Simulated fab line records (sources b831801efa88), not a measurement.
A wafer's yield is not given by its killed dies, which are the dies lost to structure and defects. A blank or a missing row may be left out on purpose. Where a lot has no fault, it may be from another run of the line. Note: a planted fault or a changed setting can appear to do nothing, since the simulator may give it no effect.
The tool behind it: which one? + flow gf180mcu + 21 wafers from 7 lots sampled at 2 of the route's 602 steps

## WHAT EACH GAUGE READ, for each wafer
GF_DNWELL_TW_MEAS_09.
| lot  | measured    | on           | DNWELL_TW      |
|------|-------------|--------------|----------------|
| L168 | day 3 02:34 | filmMetro-01 | 1374 1379 1374 |
| L170 | day 3 11:21 | filmMetro-01 | 1364 1373 1370 |
| L175 | day 4 13:33 | filmMetro-03 | 1350 1340 1350 |
| L177 | day 5 02:16 | filmMetro-02 | 1359 1361 1354 |
| L182 | day 6 03:51 | filmMetro-02 | 1353 1359 1355 |
| L185 | day 6 19:28 | filmMetro-01 | 1374 1375 1379 |
| L189 | day 7 15:57 | filmMetro-01 | 1351 1353 1355 |

## EACH LOT AND THE TOOL THAT RAN IT (in order: tool; ch and the chambers of the sampled wafers; start)
| lot  | GF_STI_CMP_25                |
|------|------------------------------|
| L168 | cmp-02 ch 1,3, day 2 10:49   |
| L170 | cmp-02 ch 0,1,3, day 2 19:55 |
| L175 | cmp-01 ch 0,1, day 3 21:20   |
| L177 | cmp-02 ch 0,1,2, day 4 07:38 |
| L182 | cmp-02 ch 0,2,3, day 5 10:31 |
| L185 | cmp-01 ch 0,2,3, day 6 01:13 |
| L189 | cmp-02 ch 2,3, day 6 21:07   |
- GF_STI_CMP_25: polishes, stops on Si3N4, t overpolish 33 s, target thk 524.6 nm.

## THE ANSWER, worked out from the rows above alone
Rule: the usual values come from the lots themselves. Put in order of their means at a reading, lots are off if they are a third of the lots or fewer, leave a main group of 4 or more, and stand apart from it by a gap of 3 or more times the standard deviation of the main group's means; of several such gaps the widest counts. A main group is skipped when, at the precision printed for the reading in the tables above, its means are all equal. A lot without any number at a reading at which 4 lots or more have one is off too. Any other lot the step has rows for is counted as sound.
No lot is off on any of the readings shown, so nothing can be concluded from this.

## WHAT THE SIMULATOR HAD PUT IN
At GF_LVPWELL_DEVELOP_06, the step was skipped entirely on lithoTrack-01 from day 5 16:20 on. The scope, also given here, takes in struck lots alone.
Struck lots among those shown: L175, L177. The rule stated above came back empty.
